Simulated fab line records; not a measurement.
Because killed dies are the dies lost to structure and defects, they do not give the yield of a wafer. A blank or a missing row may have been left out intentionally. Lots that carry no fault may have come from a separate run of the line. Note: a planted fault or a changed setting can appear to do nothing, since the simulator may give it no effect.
A struck lot beside a sound one ; flow sky130 ; 22 steps out of a route of 708
Sound: wafers L898.1, L898.4, L898.6. Wafers L906.1, L906.3, L906.6 were the ones struck. The cause comes at the end.
Per side, at each step with rows, come the tool, then ch with its chambers, and then its first start. Under that, the readings that differ: sound wafers ; struck wafers ; difference of the means ; sigmas: that difference in standard deviations of wafers without a fault.
alike: words and numbers the same on both sides, and readings whose means are apart by under 2 such deviations; not compared: readings that were withheld, readings missing a value for some wafer, numbers with overlapping values and no deviation given by the record, and bounds like >300 which may hide the same value.
Wherever a step has rows on one side only, a row that says differs or no value, or a row with sigmas, the two part there. When numbers do not overlap yet have no deviation, they are printed without sigmas and do not part them. A reading that every wafer of one side lacks parts them only if that side has two wafers or more.

first, 1 step without rows for these wafers: SKY_LOCAL_INTERCONNECT_CLEAN_18 (cleans in O3/DIW).
SKY_CONTACT_CVD_00: deposits Si3N4, target thk 75 nm.
  sound on pecvd-04 ch 0,1, day 33 06:59; struck on pecvd-04 ch 0,1, day 36 01:45
  alike: heaterPowerW
SKY_CONTACT_THK_MEAS_01:
  sound on filmMetro-01, day 33 07:01; struck on filmMetro-03, day 36 01:47
  alike: CONTACT_CVD_00_THK
then, 1 step without rows for these wafers: SKY_CONTACT_HDPCVD_02 (deposits SiO2, target thk 565 nm, time 94.2 s).
SKY_CONTACT_THK_MEAS_03:
  sound on filmMetro-04, day 33 07:09; struck on filmMetro-04, day 36 01:55
  alike: CONTACT_HDPCVD_THK
SKY_CONTACT_CMP_04: polishes SiO2.
  sound on cmp-02 ch 0,1,3, day 33 07:13; struck on cmp-01 ch 0,2, day 36 01:58
  alike: motorCurrentA, timeToEndpointS
SKY_CONTACT_BOW_MEAS_05:
  sound on filmMetro-04, day 33 07:31; struck on filmMetro-03, day 36 02:16
  alike: CONTACT_BOW
then, 5 steps without rows for these wafers: SKY_CONTACT_DEHYDRATE_06 (time 60 s); SKY_CONTACT_HMDS_07 (prime time 60 s); SKY_CONTACT_COAT_08 (resist thk 60 nm); SKY_CONTACT_COAT_09 (resist thk 450 nm); SKY_CONTACT_SOFTBAKE_10 (time 90 s).
SKY_CONTACT_EXPOSE_11: exposes mask CTM1, target cd 170 nm.
  sound on krfScanner-01 ch 0, day 33 21:49; struck on krfScanner-01 ch 0, day 36 16:26
reading;sound;struck;difference;sigmas
exposureDoseMJCm2;38.03 38.01 38.03;35.41 35.49 35.49;-2.56;-61
  alike: mask, stageVelMmS
then, 2 steps without rows for these wafers: SKY_CONTACT_PEB_12; SKY_CONTACT_DEVELOP_13 (develop time 60 s).
SKY_CONTACT_CD_MEAS_14: target cd 170 nm.
  sound on cdSem-02, day 34 11:02; struck on cdSem-02, day 37 05:22
reading;sound;struck;difference;sigmas
cdNm (nm);172.1 169.7 169.8;156.5 158.1 157.7;-13.1;-8
SKY_CONTACT_OVL_MEAS_15:
  sound on overlay-02, day 34 11:09; struck on overlay-01, day 37 05:29
reading;sound;struck;difference;sigmas
CONTACT_OVL (nm);-1 8 8;-16 -17 -7;-18;-3
SKY_CONTACT_ETCH_16: etches BARC in N2/H2, stops on SiO2, time 45.9 s, target depth 60 nm.
  sound on rieDiel-04 ch 0,3, day 34 11:11; struck on rieDiel-01 ch 1,3, day 37 05:31
reading;sound;struck;difference;sigmas
model.CONTACT.cdNm (nm);171.4 168.7 168.9;157.6 158.3 158.4;-11.6;
  alike: chamberPressureMTorr, drypumpMotorCurrentA, oesProductAu, throttleValvePct
  not compared: rfHoursCounterH
SKY_CONTACT_ETCH_17: etches SiO2 in C4F8/O2/Ar, stops on Si3N4, target depth 340 nm.
  sound on rieDiel-04 ch 0,3, day 34 11:14; struck on rieDiel-01 ch 1,3, day 37 05:34
  alike: chamberPressureMTorr, oesProductAu
SKY_CONTACT_ETCH_18: etches Si3N4 in CHF3/O2, stops on TiN, time 39 s, target depth 75 nm.
  sound on rieDiel-04 ch 0,3; struck on rieDiel-01 ch 1,3
reading;sound;struck;difference;sigmas
model.CONTACT.cdNm (nm);171.5 168.7 168.9;157.8 158.4 158.5;-11.5;
  alike: chamberPressureMTorr, drypumpMotorCurrentA, oesProductAu, throttleValvePct
  not compared: rfHoursCounterH
SKY_CONTACT_STRIP_19: strips in O2/N2.
  sound on plasmaAsher-03 ch 0,1, day 34 11:19; struck on plasmaAsher-02 ch 0,1, day 37 05:39
  alike: chamberPressureMTorr, drypumpMotorCurrentA, oesProductAu, stripTimeToEndpointS
  not compared: rfHoursCounterH
-- the record jumps here: 13 days lie between the struck wafers' starts before and after (it left off in module CONTACT and takes up again in module PAD_OPEN, whose first step shown is number 708 of the route) --
SKY_PAD_OPEN_PROBE_99:
  sound on prober-02, day 48 02:05; struck on prober-02, day 50 01:03
reading;sound;struck;difference;sigmas
killedOnRim;15 17 10;16 27 23;+8;+2
  alike: killed_at_M0_to_M3, killed_at_M4_up, killedAtContacts, killedAtFrontEnd, killedAtOther, killedDies, killedOpen, killedShort
  not compared: model.etest.mconChain.rcOhm

## WHERE THEY PART
At SKY_CONTACT_EXPOSE_11 first; at SKY_PAD_OPEN_PROBE_99 last (within this record only).

WHY: the cause the simulator had injected
Drift in process parameters on krfScanner-01 at SKY_CONTACT_EXPOSE_11, starting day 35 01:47. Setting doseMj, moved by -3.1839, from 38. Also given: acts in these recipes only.
